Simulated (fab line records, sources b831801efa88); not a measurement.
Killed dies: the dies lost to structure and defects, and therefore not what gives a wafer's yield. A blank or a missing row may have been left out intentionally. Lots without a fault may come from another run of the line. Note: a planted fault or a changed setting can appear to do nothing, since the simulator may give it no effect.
What tool caused it? / flow sky130 / 39 wafers from 13 lots sampled at 3 of the route's 708 steps

## WHAT THE GAUGES READ, wafer by wafer
SKY_LOCAL_INTERCONNECT_RS_MEAS_01: measures by four-point-probe.
lot=L193; measured=day 28 21:24; on=filmMetro-02; LOCAL_INTERCONNECT_TIN_RS (ohm/sq)=14.09 14.29 14.34
lot=L194; measured=day 29 07:23; on=filmMetro-02; LOCAL_INTERCONNECT_TIN_RS (ohm/sq)=14.32 14.32 14.33
lot=L197; measured=day 30 12:22; on=filmMetro-01; LOCAL_INTERCONNECT_TIN_RS (ohm/sq)=14.23 14.15 14.10
lot=L196; measured=day 30 15:49; on=filmMetro-02; LOCAL_INTERCONNECT_TIN_RS (ohm/sq)=13.53 13.55 13.55
lot=L199; measured=day 31 11:27; on=filmMetro-01; LOCAL_INTERCONNECT_TIN_RS (ohm/sq)=13.43 13.44 13.41
lot=L208; measured=day 34 00:31; on=filmMetro-02; LOCAL_INTERCONNECT_TIN_RS (ohm/sq)=14.48 14.33 14.34
lot=L209; measured=day 34 09:22; on=filmMetro-02; LOCAL_INTERCONNECT_TIN_RS (ohm/sq)=14.39 14.44 14.33
lot=L210; measured=day 34 18:03; on=filmMetro-02; LOCAL_INTERCONNECT_TIN_RS (ohm/sq)=14.50 14.33 14.60
lot=L211; measured=day 34 20:45; on=filmMetro-02; LOCAL_INTERCONNECT_TIN_RS (ohm/sq)=14.29 14.47 14.36
lot=L212; measured=day 35 11:25; on=filmMetro-04; LOCAL_INTERCONNECT_TIN_RS (ohm/sq)=14.45 14.37 14.41
lot=L213; measured=day 35 18:43; on=filmMetro-04; LOCAL_INTERCONNECT_TIN_RS (ohm/sq)=13.96 13.87 14.25
lot=L214; measured=day 36 07:40; on=filmMetro-04; LOCAL_INTERCONNECT_TIN_RS (ohm/sq)=14.05 13.94 14.09
lot=L215; measured=day 36 15:54; on=filmMetro-02; LOCAL_INTERCONNECT_TIN_RS (ohm/sq)=14.32 14.00 14.45

SKY_LOCAL_INTERCONNECT_THK_MEAS_02: measures by xrf.
lot=L193; measured=day 28 21:31; on=filmMetro-02; LOCAL_INTERCONNECT_TIN_THK (nm)=101.0 99.8 99.8
lot=L194; measured=day 29 07:30; on=filmMetro-02; LOCAL_INTERCONNECT_TIN_THK (nm)=99.8 99.8 99.7
lot=L197; measured=day 30 12:29; on=filmMetro-01; LOCAL_INTERCONNECT_TIN_THK (nm)=100.3 100.3 101.0
lot=L196; measured=day 30 15:56; on=filmMetro-02; LOCAL_INTERCONNECT_TIN_THK (nm)=105.3 105.0 105.4
lot=L199; measured=day 31 11:34; on=filmMetro-01; LOCAL_INTERCONNECT_TIN_THK (nm)=106.0 105.5 105.8
lot=L208; measured=day 34 00:38; on=filmMetro-02; LOCAL_INTERCONNECT_TIN_THK (nm)=98.8 100.5 100.1
lot=L209; measured=day 34 09:29; on=filmMetro-02; LOCAL_INTERCONNECT_TIN_THK (nm)=99.3 99.3 99.8
lot=L210; measured=day 34 18:10; on=filmMetro-02; LOCAL_INTERCONNECT_TIN_THK (nm)=98.7 100.0 97.8
lot=L211; measured=day 34 20:52; on=filmMetro-02; LOCAL_INTERCONNECT_TIN_THK (nm)=100.1 98.6 99.8
lot=L212; measured=day 35 11:32; on=filmMetro-04; LOCAL_INTERCONNECT_TIN_THK (nm)=98.6 99.5 99.3
lot=L213; measured=day 35 18:49; on=filmMetro-04; LOCAL_INTERCONNECT_TIN_THK (nm)=102.2 103.0 99.8
lot=L214; measured=day 36 07:47; on=filmMetro-04; LOCAL_INTERCONNECT_TIN_THK (nm)=101.3 101.8 100.8
lot=L215; measured=day 36 16:01; on=filmMetro-02; LOCAL_INTERCONNECT_TIN_THK (nm)=99.2 101.5 98.3

## TOOL THAT RAN EACH LOT (tool first, then ch and the chambers of the sampled wafers, then the start)
lot=L193; SKY_LOCAL_INTERCONNECT_SPUTTER_00=pvdSputter-01, day 28 21:20
lot=L194; SKY_LOCAL_INTERCONNECT_SPUTTER_00=pvdSputter-02, day 29 07:19
lot=L197; SKY_LOCAL_INTERCONNECT_SPUTTER_00=pvdSputter-02, day 30 12:19
lot=L196; SKY_LOCAL_INTERCONNECT_SPUTTER_00=pvdSputter-02, day 30 15:46
lot=L199; SKY_LOCAL_INTERCONNECT_SPUTTER_00=pvdSputter-02, day 31 11:23
lot=L208; SKY_LOCAL_INTERCONNECT_SPUTTER_00=pvdSputter-01, day 34 00:26
lot=L209; SKY_LOCAL_INTERCONNECT_SPUTTER_00=pvdSputter-02, day 34 09:17
lot=L210; SKY_LOCAL_INTERCONNECT_SPUTTER_00=pvdSputter-02, day 34 17:59
lot=L211; SKY_LOCAL_INTERCONNECT_SPUTTER_00=pvdSputter-03, day 34 20:41
lot=L212; SKY_LOCAL_INTERCONNECT_SPUTTER_00=pvdSputter-03, day 35 11:21
lot=L213; SKY_LOCAL_INTERCONNECT_SPUTTER_00=pvdSputter-01, day 35 18:37
lot=L214; SKY_LOCAL_INTERCONNECT_SPUTTER_00=pvdSputter-03, day 36 07:37
lot=L215; SKY_LOCAL_INTERCONNECT_SPUTTER_00=pvdSputter-02, day 36 15:50
- SKY_LOCAL_INTERCONNECT_SPUTTER_00: material TiN, target thk 100 nm, time 83.3 s.

## WHAT THE TOOLS THEMSELVES READ (means of the sampled wafers that have a number; where no wafer has one, the mark that the record gives instead)
SKY_LOCAL_INTERCONNECT_SPUTTER_00.
lot=L193; tool=pvdSputter-01; throttleValvePct (%)=30.9
lot=L194; tool=pvdSputter-02; throttleValvePct (%)=30.0
lot=L197; tool=pvdSputter-02; throttleValvePct (%)=28.7
lot=L196; tool=pvdSputter-02; throttleValvePct (%)=28.8
lot=L199; tool=pvdSputter-02; throttleValvePct (%)=28.9
lot=L208; tool=pvdSputter-01; throttleValvePct (%)=30.5
lot=L209; tool=pvdSputter-02; throttleValvePct (%)=30.5
lot=L210; tool=pvdSputter-02; throttleValvePct (%)=30.0
lot=L211; tool=pvdSputter-03; throttleValvePct (%)=29.9
lot=L212; tool=pvdSputter-03; throttleValvePct (%)=29.8
lot=L213; tool=pvdSputter-01; throttleValvePct (%)=30.5
lot=L214; tool=pvdSputter-03; throttleValvePct (%)=30.0
lot=L215; tool=pvdSputter-02; throttleValvePct (%)=30.0

## THE ANSWER, worked out from the rows above alone
Rule: the lots themselves supply what counts as usual. The widest of any qualifying gaps counts: lots, ordered by their means at a reading, are off when they make up no more than a third of the lots, leave a main group of 4 or more, and stand apart from it by 3 or more times the standard deviation of that group's means. A main group whose means are all the same, to the digits that the tables above print for the reading, isn't used. A lot without any number at a reading at which 4 lots or more have one is off too. The other lots that the step has rows for count as sound. After the gauges, taken in route order, come the tools' own readings; for these a lot's mean is taken, as printed above. The first step at which some lot is off is used, and at that step the reading that is off furthest; a lot without a number counts as furthest.
Off: L196, L199, at SKY_LOCAL_INTERCONNECT_RS_MEAS_01 (LOCAL_INTERCONNECT_TIN_RS). Main group: mean 14.28 ohm/sq, sd 0.15.
A tool fits if, at a process step before that reading, it ran every lot that is off, and no sound lot after the first of them. The gauges at SKY_LOCAL_INTERCONNECT_RS_MEAS_01 are tried like those tools. Not one of the candidates tried fits.

## WHAT THE SIMULATOR HAD INSERTED
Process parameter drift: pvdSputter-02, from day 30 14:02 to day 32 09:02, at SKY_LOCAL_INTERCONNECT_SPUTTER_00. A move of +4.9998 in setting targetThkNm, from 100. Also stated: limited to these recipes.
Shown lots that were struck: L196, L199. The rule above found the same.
